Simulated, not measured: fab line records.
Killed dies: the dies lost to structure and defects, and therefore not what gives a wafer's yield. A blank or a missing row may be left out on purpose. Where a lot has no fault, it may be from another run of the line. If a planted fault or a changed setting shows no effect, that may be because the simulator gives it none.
fab line records    flow sfq-line
record: lots: 6  wafers: 18  last-day: 80
route steps=325 shown L0V@17 M0@28 I0@43 M1@58 M8@325
lots that met no fault: from a run of the same line without faults
start-h: start of the lot's first displayed wafer, in hours after the record's first day    wait-h: hours from the lot's prior step to this one    " the same as in the row above    L1.1+2: several wafers, shown together as one row    - value missing, or start not given    * or withheld: withheld    < > ~ a bound
route shown NAME@n: a module of which the file shows steps, and the number in the route of the first    usual: mean/standard deviation of fault-free wafers    same: alike in all rows    chamber/n: place in a boat    sites: the reading at each site    _std_site: the standard deviation of these    _edge_site: the outer-site mean with the inner-site mean subtracted    radius-mm: for every site, how far away it sits from the centre of the wafer    mask NAME#n: copy n    behind: the tool/chamber that last shaped the wafer    hold: cause of the lot's hold/its duration in hours/its outcome    device: whichever transistor did not switch (one of n, p or np)    end of line: the tests these same wafers got at the end of their route    where a step has no rows: the recipe by itself    killed: dies lost to structure and defects at the first sort, not the wafer's yield    map: dies across one wafer; x = killed, . = not, _ = none there
set.NAME: the setting that was run; set.NAME@STEP: the one run at that earlier step    model.NAME: the simulator's own value behind a step, which no gauge read
certain route steps with their lots: each step a table, each wafer a row
services: the hour from which a tool's chamber was out of use, counted from the record's first day as start-h (under 0 if before that day), plus the number of hours and why
== steps ==
step: SFQ_TRILAYER_L0_VIA_LITHO_COAT_018
recipe: resist: BARC  spin-rpm: 3000  resist-thk-nm: 62
step: SFQ_TRILAYER_L0_VIA_LITHO_COAT_013
recipe: resist: KrF  spin-rpm: 3000  resist-thk-nm: 650
step: SFQ_TRILAYER_L0_VIA_LITHO_SOFTBAKE_017
recipe: temp-c: withheld  time-s: withheld  resist: KrF
step: SFQ_TRILAYER_L0_VIA_LITHO_EXPOSE_014
recipe: mask-id: L0V  na: 0.6  source-shape: conventional  sigma-outer: 0.65  target-cd-nm: 700  dose-mj: 21.3
step: SFQ_TRILAYER_L0_VIA_LITHO_PEB_016
recipe: peb-temp-c: 115  peb-time-s: 60  resist: KrF
step: SFQ_TRILAYER_L0_VIA_LITHO_DEVELOP_015
recipe: time-s: 60  resist: KrF
step: SFQ_L0V_OVL_MEAS_903
usual: L0V_OVL: 3/5.1
lot.wafer  tool        chamber  start-h  wait-h  L0V_OVL[nm]
L759.1     overlay-01  -        93.96    0.1     4
L759.3     "           -        "        "       6
L759.5     "           -        "        "       5
L764.1     overlay-01  -        196.53   0.1     1
L764.2     "           -        "        "       6
L764.3     "           -        "        "       3
L770.2     overlay-02  -        240.87   0.1     6
L770.3     "           -        "        "       3
L770.6     "           -        "        "       6
L772.2     overlay-02  -        257.03   0.1     -1
L772.5     "           -        "        "       -5
L772.6     "           -        "        "       2
L777.2     overlay-01  -        294.14   0.1     10
L777.4     "           -        "        "       1
L777.6     "           -        "        "       5
L779.1     overlay-01  -        307.34   0.1     4
L779.3     "           -        "        "       8
L779.6     "           -        "        "       8
step: SFQ_TRILAYER_L0_VIA_BARC_OPEN_VIA_ETCH_021
recipe: mask-material: PR  chemistry: O2  target-depth-nm: 125  target: BARC  source-w: 500  bias-w: 80  pressure-mtorr: 30  time-s: 41.7
usual: drypump-motor-current-A: 5.6/0.59  oes-product-au: 0.686/0.005
lot.wafer  tool         chamber  start-h  wait-h  drypump-motor-current-A  oes-product-au  rf-hours-counter-h
L759.1     rie-diel-04  1        93.99    0.0     5.4                      0.690           64
L759.3     "            3        "        "       5.6                      0.688           1
L759.5     "            1        "        "       5.3                      0.685           -
L764.1     rie-diel-01  2        196.56   0.0     5.1                      0.689           0
L764.2     "            0        "        "       6.5                      0.691           135
L764.3     "            3        "        "       4.9                      0.688           49
L770.2     rie-diel-01  0        240.90   0.0     6.5                      0.679           136
L770.3     "            2        "        "       5.1                      0.683           1
L770.6     "            2        "        "       5.1                      0.683           -
L772.2     rie-diel-01  2        257.06   0.0     5.1                      0.687           1
L772.5     "            3        "        "       4.9                      0.685           -
L772.6     "            2        "        "       5.1                      0.680           -
L777.2     rie-diel-02  3        294.17   0.0     6.3                      0.688           1
L777.4     "            2        "        "       5.4                      0.680           105
L777.6     "            1        "        "       5.4                      0.682           -
L779.1     rie-diel-04  1        307.37   0.0     5.4                      0.688           68
L779.3     "            2        "        "       6.1                      0.687           68
L779.6     "            0        "        "       6.2                      0.687           -
step: SFQ_TRILAYER_L0_VIA_ETCH_VIA_ETCH_016
recipe: target: SiO2  stop-on: MoNx_KI  mask-material: PR  chemistry: CHF3  target-depth-nm: 80  source-w: 500  bias-w: 80  pressure-mtorr: 30  time-s: withheld
step: SFQ_TRILAYER_L0_VIA_STRIP_STRIP_017
recipe: gas: O2  power-w: 200  platen-temp-c: 40  overash-fraction: 0.65  chemistry: O2  pressure-mtorr: 50
step: SFQ_TRILAYER_L0_VIA_STRIP_SOLV_CLEAN_018
recipe: chemistry: NMP  temp-c: 70  time-s: 600
step: SFQ_TRILAYER_M0_DEP_PRE_CLEAN_020
recipe: gas: Ar  time-s: 15  bias-v: 250
step: SFQ_TRILAYER_M0_DEP_SPUTTER_019
recipe: material: Nb  base-pressure-pa: 1.33e-06  chamber-pressure-pa: 0.1333  substrate-temp-c: 20  resputter-cathode-voltage-v: 400  target-thk-nm: 200  power-w: 2000  time-s: 133.3
usual: base-pressure-pa: 1.33e-06/7.7e-08  throttle-valve-pct: 30.1/1.4
lot.wafer  tool            chamber  start-h  wait-h  base-pressure-pa  throttle-valve-pct  model.Nb_of_TRILAYER_M0_DEP_SPUTTER_019.thk-nm
L759.1     pvd-sputter-06  -        94.88    0.0     1.48e-06          29.1                202.1
L759.3     "               -        "        "       1.36e-06          28.7                205.8
L759.5     "               -        "        "       1.3e-06           28.9                206
L764.1     pvd-sputter-03  -        197.45   0.0     1.38e-06          28.4                201.5
L764.2     "               -        "        "       1.28e-06          30.6                202.2
L764.3     "               -        "        "       1.31e-06          32.4                203.8
L770.2     pvd-sputter-03  -        241.80   0.0     1.36e-06          32.3                200
L770.3     "               -        "        "       1.4e-06           28.1                198.7
L770.6     "               -        "        "       1.42e-06          28.1                277.4
L772.2     pvd-sputter-03  -        257.95   0.0     1.32e-06          28.2                203.7
L772.5     "               -        "        "       1.29e-06          28.4                200.3
L772.6     "               -        "        "       1.41e-06          28.1                281.7
L777.2     pvd-sputter-06  -        295.06   0.0     1.33e-06          28.9                203.7
L777.4     "               -        "        "       1.22e-06          28.9                201.2
L777.6     "               -        "        "       1.23e-06          30.8                199.9
L779.1     pvd-sputter-06  -        308.26   0.0     1.38e-06          28.8                203.5
L779.3     "               -        "        "       1.31e-06          31.2                201.6
L779.6     "               -        "        "       1.35e-06          28.9                203.2
step: SFQ_M0_RS_MEAS_904
recipe: thk-meas-gauge: four-point-probe  reads: Nb_of_TRILAYER_M0_DEP_SPUTTER_019
usual: M0_NB_RS: 0.884/0.011
lot.wafer  tool           chamber  start-h  wait-h  M0_NB_RS[ohm/sq]
L759.1     film-metro-04  -        94.97    0.0     0.883
L759.3     "              -        "        "       0.866
L759.5     "              -        "        "       0.865
L764.1     film-metro-02  -        197.54   0.0     0.881
L764.2     "              -        "        "       0.878
L764.3     "              -        "        "       0.869
L770.2     film-metro-03  -        241.91   0.1     0.891
L770.3     "              -        "        "       0.893
L770.6     "              -        "        "       0.639
L772.2     film-metro-03  -        258.06   0.1     0.872
L772.5     "              -        "        "       0.888
L772.6     "              -        "        "       0.629
L777.2     film-metro-02  -        295.17   0.1     0.873
L777.4     "              -        "        "       0.884
L777.6     "              -        "        "       0.889
L779.1     film-metro-03  -        308.35   0.0     0.874
L779.3     "              -        "        "       0.884
L779.6     "              -        "        "       0.875
step: SFQ_TRILAYER_M0_LITHO_COAT_026
recipe: resist: BARC  spin-rpm: 3000  resist-thk-nm: 62
step: SFQ_TRILAYER_M0_LITHO_COAT_021
recipe: resist: KrF  spin-rpm: 3000  resist-thk-nm: 600
step: SFQ_TRILAYER_M0_LITHO_SOFTBAKE_025
recipe: temp-c: withheld  time-s: withheld  resist: KrF
step: SFQ_TRILAYER_M0_LITHO_EXPOSE_022
recipe: mask-id: M0  na: 0.6  source-shape: conventional  sigma-outer: 0.65  target-cd-nm: 500  dose-mj: 14.4
step: SFQ_TRILAYER_M0_LITHO_PEB_024
recipe: peb-temp-c: 115  peb-time-s: 60  resist: KrF
step: SFQ_TRILAYER_M0_LITHO_DEVELOP_023
recipe: time-s: 60  resist: KrF
step: SFQ_M0_OVL_MEAS_906
usual: M0_OVL: 0/5.5
lot.wafer  tool        chamber  start-h  wait-h  M0_OVL[nm]
L759.1     overlay-02  -        184.53   0.1     -4
L759.3     "           -        "        "       -8
L759.5     "           -        "        "       -1
L764.1     overlay-02  -        294.22   0.1     7
L764.2     "           -        "        "       10
L764.3     "           -        "        "       5
L770.2     overlay-01  -        301.43   0.1     -10
L770.3     "           -        "        "       -3
L770.6     "           -        "        "       -11
L772.2     overlay-02  -        305.03   0.1     -3
L772.5     "           -        "        "       -10
L772.6     "           -        "        "       1
L777.2     overlay-01  -        311.24   0.1     -5
L777.4     "           -        "        "       -1
L777.6     "           -        "        "       -6
L779.1     overlay-02  -        313.42   0.1     4
L779.3     "           -        "        "       4
L779.6     "           -        "        "       10
step: SFQ_TRILAYER_M0_BARC_OPEN_METAL_ETCH_031
recipe: mask-material: PR  chemistry: O2  target-depth-nm: 125  target: BARC  icp-w: 600  bias-w: 80  pressure-mtorr: 10  time-s: 41.7
usual: drypump-motor-current-A: 5.9/0.31  oes-product-au: 0.685/0.0043
lot.wafer  tool          chamber  start-h  wait-h  drypump-motor-current-A  oes-product-au  rf-hours-counter-h
L759.1     rie-metal-03  0        184.56   0.0     5.5                      0.682           45
L759.3     "             1        "        "       6.3                      0.683           -
L759.5     "             1        "        "       6.3                      0.685           -
L764.1     rie-metal-01  1        294.26   0.0     5.7                      0.687           89
L764.2     "             0        "        "       5.8                      0.686           54
L764.3     "             0        "        "       5.8                      0.691           -
L770.2     rie-metal-04  1        301.46   0.0     5.7                      0.685           47
L770.3     "             0        "        "       6.3                      0.679           -
L770.6     "             1        "        "       5.7                      0.682           -
L772.2     rie-metal-01  0        305.07   0.0     5.8                      0.687           56
L772.5     "             1        "        "       5.7                      0.682           -
L772.6     "             0        "        "       5.8                      0.679           -
L777.2     rie-metal-01  0        311.27   0.0     5.7                      0.682           57
L777.4     "             0        "        "       5.8                      0.680           -
L777.6     "             0        "        "       5.8                      0.687           -
L779.1     rie-metal-04  1        313.46   0.0     5.7                      0.690           50
L779.3     "             0        "        "       6.3                      0.687           -
L779.6     "             1        "        "       5.7                      0.689           -
step: SFQ_TRILAYER_M0_ETCH_METAL_ETCH_024
recipe: target: Nb  stop-on: SiO2  mask-material: PR  chemistry: Cl2/Ar  target-depth-nm: 240  icp-w: 600  bias-w: 80  pressure-mtorr: 10  time-s: 120
usual: drypump-motor-current-A: 5.9/0.31  oes-product-au: 0.898/0.0077
lot.wafer  tool          chamber  start-h  wait-h  drypump-motor-current-A  oes-product-au  rf-hours-counter-h
L759.1     rie-metal-03  0        184.62   0.0     5.5                      0.902           46
L759.3     "             1        "        "       6.3                      0.913           -
L759.5     "             1        "        "       6.4                      0.904           -
L764.1     rie-metal-01  1        294.32   0.0     5.7                      0.893           89
L764.2     "             0        "        "       5.8                      0.901           54
L764.3     "             0        "        "       5.8                      0.905           -
L770.2     rie-metal-04  1        301.52   0.0     5.7                      0.893           47
L770.3     "             0        "        "       6.4                      0.886           -
L770.6     "             1        "        "       5.7                      1.007           -
L772.2     rie-metal-01  0        305.13   0.0     5.8                      0.913           56
L772.5     "             1        "        "       5.8                      0.897           -
L772.6     "             0        "        "       5.8                      0.995           -
L777.2     rie-metal-01  0        311.33   0.0     5.8                      0.903           58
L777.4     "             0        "        "       5.8                      0.894           -
L777.6     "             0        "        "       5.8                      0.895           -
L779.1     rie-metal-04  1        313.52   0.0     5.7                      0.902           50
L779.3     "             0        "        "       6.3                      0.898           -
L779.6     "             1        "        "       5.7                      0.898           -
step: SFQ_TRILAYER_M0_STRIP_STRIP_025
recipe: gas: O2  power-w: 200  platen-temp-c: 40  overash-fraction: 0.65  chemistry: O2  pressure-mtorr: 50
usual: drypump-motor-current-A: 5.9/0.31  oes-product-au: 1.006/0.008  platen-temp-c: 39.99/0.12
lot.wafer  tool          chamber  start-h  wait-h  drypump-motor-current-A  oes-product-au  platen-temp-c  rf-hours-counter-h
L759.1     rie-metal-03  0        184.75   0.1     5.6                      1.010           39.91          46
L759.3     "             1        "        "       6.3                      1.012           39.91          -
L759.5     "             1        "        "       6.3                      1.007           39.89          -
L764.1     rie-metal-01  1        294.44   0.1     5.7                      1.010           40.01          89
L764.2     "             0        "        "       5.8                      0.998           39.99          54
L764.3     "             0        "        "       5.8                      1.003           39.78          -
L770.2     rie-metal-04  1        301.64   0.1     5.7                      1.011           40.07          47
L770.3     "             0        "        "       6.3                      1.005           40.03          -
L770.6     "             1        "        "       5.7                      1.014           39.93          -
L772.2     rie-metal-01  0        305.26   0.1     5.8                      0.996           40.23          57
L772.5     "             1        "        "       5.7                      1.005           40.23          -
L772.6     "             0        "        "       5.8                      0.989           39.93          -
L777.2     rie-metal-01  0        311.46   0.1     5.8                      0.988           39.91          58
L777.4     "             0        "        "       5.8                      0.990           39.91          -
L777.6     "             0        "        "       5.8                      0.996           40.05          -
L779.1     rie-metal-04  1        313.64   0.1     5.7                      1.021           39.93          50
L779.3     "             0        "        "       6.3                      1.017           39.92          -
L779.6     "             1        "        "       5.7                      1.026           39.99          -
step: SFQ_TRILAYER_M0_STRIP_SOLV_CLEAN_026
recipe: chemistry: NMP  temp-c: 70  time-s: 600
step: SFQ_TRILAYER_I0_DEP_PECVD_027
recipe: material: SiO2  temp-c: 150  time-s: 111.11  pressure-torr: 2.4  rf-w: 183.3  precursor: SiH4/N2O  target-thk-nm: 500
step: SFQ_TRILAYER_I0_CMP_CMP_028
recipe: material: SiO2  down-force-psi: 3  platen-rpm: 60  pad-velocity-m-s: 0.94248
step: SFQ_I0_BOW_MEAS_907
recipe: mode: bow
usual: I0_BOW: 1/7
lot.wafer  tool           chamber  start-h  wait-h  I0_BOW[um]
L759.1     film-metro-02  -        198.77   1.5     -3
L759.3     "              -        "        "       -4
L759.5     "              -        "        "       -1
L764.1     film-metro-02  -        300.01   2.5     4
L764.2     "              -        "        "       0
L764.3     "              -        "        "       -2
L770.2     film-metro-01  -        309.03   1.0     9
L770.3     "              -        "        "       8
L770.6     "              -        "        "       -2
L772.2     film-metro-01  -        312.12   1.5     2
L772.5     "              -        "        "       8
L772.6     "              -        "        "       10
L777.2     film-metro-02  -        321.03   2.5     -9
L777.4     "              -        "        "       4
L777.6     "              -        "        "       -12
L779.1     film-metro-02  -        324.01   2.5     12
L779.3     "              -        "        "       2
L779.6     "              -        "        "       12
step: SFQ_TRILAYER_I0_METRO_MEASURE_029
usual: thk-nm: 199.5/1
lot.wafer  tool           chamber  start-h  wait-h  thk-nm
L759.1     film-metro-02  -        198.89   0.1     199.8
L759.3     "              -        "        "       201.0
L759.5     "              -        "        "       200.4
L764.1     film-metro-02  -        300.13   0.1     198.1
L764.2     "              -        "        "       198.3
L764.3     "              -        "        "       199.7
L770.2     film-metro-01  -        309.33   0.3     199.3
L770.3     "              -        "        "       199.6
L770.6     "              -        "        "       199.9
L772.2     film-metro-01  -        312.42   0.3     198.9
L772.5     "              -        "        "       199.7
L772.6     "              -        "        "       199.0
L777.2     film-metro-02  -        321.33   0.3     199.2
L777.4     "              -        "        "       197.3
L777.6     "              -        "        "       199.2
L779.1     film-metro-02  -        324.13   0.1     200.5
L779.3     "              -        "        "       199.3
L779.6     "              -        "        "       198.6
step: SFQ_TRILAYER_I0_VIA_LITHO_COAT_036
recipe: resist: BARC  spin-rpm: 3000  resist-thk-nm: 62
step: SFQ_TRILAYER_I0_VIA_LITHO_COAT_031
recipe: resist: KrF  spin-rpm: 3000  resist-thk-nm: 650
step: SFQ_TRILAYER_I0_VIA_LITHO_SOFTBAKE_035
recipe: temp-c: withheld  time-s: withheld  resist: KrF
step: SFQ_TRILAYER_I0_VIA_LITHO_EXPOSE_032
recipe: mask-id: I0  na: 0.6  source-shape: conventional  sigma-outer: 0.65  target-cd-nm: 500  dose-mj: 21.3
step: SFQ_TRILAYER_I0_VIA_LITHO_PEB_034
recipe: peb-temp-c: 115  peb-time-s: 60  resist: KrF
step: SFQ_TRILAYER_I0_VIA_LITHO_DEVELOP_033
recipe: time-s: 60  resist: KrF
step: SFQ_I0_OVL_MEAS_908
usual: I0_OVL: -4/5.4
lot.wafer  tool        chamber  start-h  wait-h  I0_OVL[nm]
L759.1     overlay-01  -        306.14   0.1     -5
L759.3     "           -        "        "       -2
L759.5     "           -        "        "       0
L764.1     overlay-02  -        405.88   0.1     0
L764.2     "           -        "        "       -4
L764.3     "           -        "        "       -1
L770.2     overlay-02  -        421.47   0.1     3
L770.3     "           -        "        "       -4
L770.6     "           -        "        "       1
L772.2     overlay-02  -        425.07   0.1     -18
L772.5     "           -        "        "       -9
L772.6     "           -        "        "       -13
L777.2     overlay-01  -        438.27   0.1     -2
L777.4     "           -        "        "       -6
L777.6     "           -        "        "       -4
L779.1     overlay-02  -        441.87   0.1     -13
L779.3     "           -        "        "       -6
L779.6     "           -        "        "       -4
step: SFQ_TRILAYER_I0_VIA_BARC_OPEN_VIA_ETCH_046
recipe: mask-material: PR  chemistry: O2  target-depth-nm: 125  target: BARC  source-w: 500  bias-w: 80  pressure-mtorr: 30  time-s: 41.7
step: SFQ_TRILAYER_I0_VIA_ETCH_VIA_ETCH_034
recipe: target: SiO2  stop-on: Nb  mask-material: PR  taper-deg: 20  chemistry: CHF3  target-depth-nm: 260  source-w: 500  bias-w: 80  pressure-mtorr: 30  time-s: withheld
usual: drypump-motor-current-A: 5.8/0.48  oes-product-au: 0.853/0.0048
lot.wafer  tool         chamber  start-h  wait-h  drypump-motor-current-A  oes-product-au
L759.1     rie-diel-03  3        306.21   0.0     5.0                      0.857
L759.3     "            1        "        "       5.6                      0.858
L759.5     "            3        "        "       5.0                      0.853
L764.1     rie-diel-04  2        405.97   0.0     6.1                      0.843
L764.2     "            1        "        "       5.4                      0.852
L764.3     "            2        "        "       6.1                      0.857
L770.2     rie-diel-03  0        421.54   0.0     6.4                      0.852
L770.3     "            3        "        "       5.0                      0.860
L770.6     "            1        "        "       5.6                      0.855
L772.2     rie-diel-04  2        425.14   0.0     6.1                      0.854
L772.5     "            1        "        "       5.4                      0.851
L772.6     "            2        "        "       6.1                      0.850
L777.2     rie-diel-04  2        438.34   0.0     6.1                      0.853
L777.4     "            1        "        "       5.4                      0.845
L777.6     "            2        "        "       6.1                      0.855
L779.1     rie-diel-04  1        441.94   0.0     5.3                      0.858
L779.3     "            0        "        "       6.1                      0.849
L779.6     "            3        "        "       5.6                      0.850
step: SFQ_TRILAYER_I0_VIA_STRIP_STRIP_035
recipe: gas: O2  power-w: 200  platen-temp-c: 40  overash-fraction: 0.65  chemistry: O2  pressure-mtorr: 50
step: SFQ_TRILAYER_I0_VIA_STRIP_SOLV_CLEAN_036
recipe: chemistry: NMP  temp-c: 70  time-s: 600
step: SFQ_TRILAYER_M1_DEP_PRE_CLEAN_038
recipe: gas: Ar  time-s: 22.5  bias-v: 250
step: SFQ_M8_BOW_MEAS_951
recipe: mode: bow
usual: M8_BOW: 7/12
lot.wafer  tool           chamber  start-h  wait-h  M8_BOW[um]  model.etest.m0.comb-log10-ohm  model.etest.m0.ohm-sq
L759.1     film-metro-01  -        1625.20  0.0     -12         12                             0.8809
L759.3     "              -        "        "       -14         12                             0.865
L759.5     "              -        "        "       -10         12                             0.8642
L764.1     film-metro-02  -        1676.74  0.0     18          12                             0.8837
L764.2     "              -        "        "       14          12                             0.8804
L764.3     "              -        "        "       12          12                             0.8737
L770.2     film-metro-02  -        1785.65  0.0     16          12                             0.8902
L770.3     "              -        "        "       15          12                             0.8958
L770.6     "              -        "        "       5           0                              0.6417
L772.2     film-metro-02  -        1795.25  0.0     0           12                             0.874
L772.5     "              -        "        "       6           12                             0.8888
L772.6     "              -        "        "       7           0                              0.6321
L777.2     film-metro-03  -        1919.24  0.0     1           12                             0.874
L777.4     "              -        "        "       15          12                             0.8847
L777.6     "              -        "        "       0           12                             0.8904
L779.1     film-metro-01  -        1926.42  0.0     21          12                             0.8749
L779.3     "              -        "        "       11          12                             0.8833
L779.6     "              -        "        "       22          12                             0.8761
== services ==
tool            chamber  start-h  hours  kind
rie-metal-03    1        88.44    22.6   repair
rie-metal-03    0        89.76    2.1    repair
pvd-sputter-06  -        104.58   1.2    repair
rie-diel-01     2        123.19   7.2    repair
rie-diel-04     3        123.48   5.8    repair
film-metro-02   -        136.69   1.3    pm
pvd-sputter-03  -        189.83   4.6    repair
rie-diel-04     0        238.69   5.1    repair
rie-metal-04    1        246.56   21.5   repair
film-metro-02   -        263.76   0.6    pm
rie-diel-01     0        264.88   2.8    repair
rie-metal-03    1        270.88   12.7   repair
pvd-sputter-03  -        287.11   3.2    repair
rie-diel-04     3        293.92   6.5    repair
film-metro-02   -        295.71   1.0    pm
rie-diel-01     -        298.85   1.2    repair
rie-diel-01     -        358.86   14.6   pm
rie-metal-03    -        367.14   15.6   pm
rie-diel-04     2        367.31   6.4    repair
rie-diel-04     1        372.51   7.6    repair
film-metro-02   -        381.69   2.1    pm
rie-diel-04     0        386.40   35.5   repair
rie-diel-04     3        402.94   5.6    repair
rie-metal-04    0        404.19   1.8    repair
== key ==
first-sign: step: SFQ_M0_RS_MEAS_904  reading: M0_NB_RS  direction: down  sigmas: 24  usual: 0.884  struck: 0.634
effect: step: SFQ_TRILAYER_M0_ETCH_METAL_ETCH_024  reading: oes-product-au  direction: up  sigmas: 14  usual: 0.898  struck: 1.001
model-effect: step: SFQ_TRILAYER_M0_DEP_SPUTTER_019  value: Nb_of_TRILAYER_M0_DEP_SPUTTER_019.thk-nm  without: 200.1  struck: 279.6
model-effect: step: SFQ_M8_BOW_MEAS_951  value: etest.m0.comb-log10-ohm  without: 12  struck: 0
met-at SFQ_TRILAYER_M0_DEP_SPUTTER_019
struck-wafers L770.6,L772.6
onset-between 197.45 241.80
fault: kind: process-parameter-drift  tool: pvd-sputter-03  chamber: -  onset-h: 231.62  steps: SFQ_TRILAYER_M0_DEP_SPUTTER_019  channel: target-thk-nm  offset: 79.415  shape: step  end-h: 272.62  scope: struck-wafers-only  acts-in: these-recipes-only  stated: 200
